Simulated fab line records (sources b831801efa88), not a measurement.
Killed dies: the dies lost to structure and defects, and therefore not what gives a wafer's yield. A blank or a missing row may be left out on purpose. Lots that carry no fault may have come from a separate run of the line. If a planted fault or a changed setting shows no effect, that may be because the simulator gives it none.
Struck lot and sound lot, side by side -- flow sky130 -- 43 out of 708 route steps
Sound: wafers L255.2, L255.4, L255.5. Wafers L264.2, L264.4, L264.5 were the ones struck. Last of all comes the cause.
Order at every step that has rows: each side's tool, ch and its chambers, its first start. Under that, the readings that differ: sound wafers -- struck wafers -- difference of the means -- sigmas: that difference in standard deviations of wafers without a fault.
alike: a reading whose means differ by less than 2 such deviations, as well as words and numbers matching on both sides. not compared: withheld readings; readings where some wafer has no value; bounds like >300 that might hide an equal value; numbers whose values overlap and for which the record gives no deviation.
A row with sigmas, a row that says differs or no value, or rows on one side alone: a step with any of these is where the two part. Non-overlapping numbers with no deviation appear without sigmas and do not part them. Lack of a reading on every wafer of one side parts them only where that side has two or more wafers.

first, 7 steps without rows for these wafers: SKY_VIA3_HMDS_05 (prime time 60 s); SKY_VIA3_COAT_06 (resist thk 60 nm); SKY_VIA3_COAT_07 (resist thk 450 nm); SKY_VIA3_SOFTBAKE_08 (time 90 s); SKY_VIA3_EXPOSE_09 (exposes mask VIM3, target cd 200 nm); SKY_VIA3_PEB_10; SKY_VIA3_DEVELOP_11 (develop time 60 s).
SKY_VIA3_CD_MEAS_12: the cd target is 200 nm.
  struck on cd sem-01, day 43 15:51; sound on cd sem-01, day 41 02:58
  alike: cd nm
SKY_VIA3_OVL_MEAS_13:
  struck on overlay-02, day 43 15:58; sound on overlay-02, day 41 03:04
  alike: VIA3_OVL
then, 1 step without rows for these wafers: SKY_VIA3_ETCH_14 (etches BARC in N2/H2, stops on SiO2, time 45.9 s, target depth 60 nm).
SKY_VIA3_ETCH_15: etches SiO2 in C4F8/O2/Ar, stops on TiN, target depth 507 nm, time 78 s.
  sound on rie diel-01 ch 0,1,3, day 41 03:08; struck on rie diel-03 ch 0,3, day 43 16:02
  alike: oes product au
  not compared: rf hours counter h
then, 1 step without rows for these wafers: SKY_VIA3_STRIP_16 (strips in O2/N2).
SKY_VIA3_STRIP_17: strips in post etch residue remover, time 1200 s.
  sound on wet bench-04 ch 1, day 41 03:18; struck on wet bench-04 ch 0, day 43 16:11
  alike: bath guard temp C, temp c
then, 4 steps without rows for these wafers: SKY_VIA3_CLEAN_18 (cleans in IPA, time 180 s); SKY_VIA3_CLEAN_19 (cleans in O3/DIW); SKY_VIA3_SPUTTER_20 (material TiN, target thk 20 nm, time 80 s); SKY_VIA3_CVD_21 (deposits W, target thk 390 nm, time 117.31 s).
SKY_VIA3_RS_MEAS_22: measurement is done with a four-point probe.
  struck on film metro-02, day 43 17:01; sound on film metro-04, day 41 04:05
  alike: VIA3_W_RS
SKY_VIA3_THK_MEAS_23: measures by xrf.
  struck on film metro-02, day 43 17:07; sound on film metro-04, day 41 04:11
  alike: VIA3_W_THK
then, 4 steps without rows for these wafers: SKY_VIA3_CMP_24 (polishes, stops on SiO2, t overpolish 20 s, target thk 0 nm); SKY_METAL4_SPUTTER_00 (material Ti, target thk 15 nm, time 10 s); SKY_METAL4_SPUTTER_01 (material TiN, target thk 20 nm, time 16.7 s); SKY_METAL4_SPUTTER_02 (material AlCu, target thk 735 nm, time 39.1 s).
SKY_METAL4_SPUTTER_03: material Ti, target thk 5 nm, time 3.3 s.
  struck on pvd sputter-01, day 43 17:34; sound on pvd sputter-03, day 41 04:48
  alike: throttle valve pct
SKY_METAL4_SPUTTER_04: material TiN, target thk 70 nm, time 58.3 s.
  struck on pvd sputter-01, day 43 17:35; sound on pvd sputter-03, day 41 04:49
  alike: throttle valve pct
SKY_CAP2M_CVD_00: deposits SiO2, target thk 15.5 nm.
  sound on pecvd-02 ch 0,2, day 41 04:52; struck on pecvd-02 ch 0,2, day 43 17:38
  alike: heater power w
SKY_CAP2M_THK_MEAS_01:
  struck on film metro-02, day 43 17:40; sound on film metro-01, day 41 04:54
  alike: CAP2M_CVD_00_THK
then, 1 step without rows for these wafers: SKY_CAP2M_SPUTTER_02 (material TiN, target thk 200 nm, time 166.7 s).
SKY_CAP2M_RS_MEAS_03: measurement is done with a four-point probe.
  struck on film metro-02, day 43 17:51; sound on film metro-01, day 41 05:05
reading,sound,struck,difference,sigmas
CAP2M_TIN_RS (ohm/sq),7.07 7.06 7.07,6.93 6.84 6.88,-0.18,-2
SKY_CAP2M_THK_MEAS_04: measures by xrf.
  struck on film metro-02, day 43 17:58; sound on film metro-01, day 41 05:11
  alike: CAP2M_TIN_THK
then, 7 steps without rows for these wafers: SKY_CAP2M_DEHYDRATE_05 (time 60 s); SKY_CAP2M_HMDS_06 (prime time 60 s); SKY_CAP2M_COAT_07 (resist thk 1140 nm); SKY_CAP2M_SOFTBAKE_08 (time 60 s); SKY_CAP2M_EXPOSE_09 (exposes mask CAP2M, target cd 1000 nm); SKY_CAP2M_PEB_10; SKY_CAP2M_DEVELOP_11 (develop time 60 s).
SKY_CAP2M_OVL_MEAS_12:
  struck on overlay-02, day 44 15:59; sound on overlay-02, day 42 02:35
  alike: CAP2M_OVL
then, 1 step without rows for these wafers: SKY_CAP2M_METAL_ETCH_13 (etches TiN in Cl2/BCl3, stops on SiO2, target depth 220 nm, time 62.9 s).
SKY_CAP2M_STRIP_14: strips in O2/N2.
  sound on plasma asher-04 ch 0,1, day 42 02:41; struck on plasma asher-04 ch 1, day 44 16:10
reading,sound,struck,difference,sigmas
strip time to endpoint s (s),12.67 12.73 12.67,12.55 12.62 12.55,-0.12,-2
  alike: drypump motor current A, oes product au
  not compared: rf hours counter h
then, 2 steps without rows for these wafers: SKY_CAP2M_STRIP_15 (strips in post etch residue remover, time 1200 s); SKY_CAP2M_CLEAN_16 (cleans in IPA, time 180 s).
-- the record jumps here: 4 days lie between the struck wafers' starts before and after (it left off in module CAP2M and takes up again in module PAD_OPEN, whose first step shown is number 708 of the route) --
SKY_PAD_OPEN_PROBE_99:
  struck on prober-02, day 49 03:41; sound on prober-01, day 46 22:27
reading,sound,struck,difference,sigmas
hold,- - -,await dispo/1.5h/release await dispo/1.5h/release await dispo/1.5h/release,no value on the sound wafers,
defect limited yield (%),82.3 83.5 85.4,73.4 72.4 77.2,-9.4,-5
killed_at_M0_to_M3,51 46 40,96 86 87,+44,+6
killed dies,87 81 72,131 136 112,+46,+5
sort_bin_3_pad_short (%),1.0 1.4 0.4,4.1 4.3 3.9,+3.2,+8
sort_bin_5_function (%),10.4 9.6 9.1,16.1 15.7 13.4,+5.4,+4
sort n pass,405 411 420,361 356 380,-46,-5
sort yield pct (%),82.3 83.5 85.4,73.4 72.4 77.2,-9.4,-5
model.etest.tester.sort n pass,405 411 420,361 356 380,-46,
model.etest.tester.sort yield pct (%),82.32 83.54 85.37,73.37 72.36 77.24,-9.42,
model.etest.tester.sort_bin_5_pct (%),10.37 9.553 9.146,16.06 15.65 13.41,+5.35,
model.etest.tester.sort_bin_3_pct (%),1.016 1.423 0.4065,4.065 4.268 3.862,+3.117,
  alike: killed_at_M4_up, killed at contacts, killed at front end, killed at other, killed open, killed short, sort_bin_6_memory

== WHERE THEY PART ==
Last at SKY_PAD_OPEN_PROBE_99 as far as this record goes, first at SKY_CAP2M_RS_MEAS_03.

WHY: what had been put in by the simulator
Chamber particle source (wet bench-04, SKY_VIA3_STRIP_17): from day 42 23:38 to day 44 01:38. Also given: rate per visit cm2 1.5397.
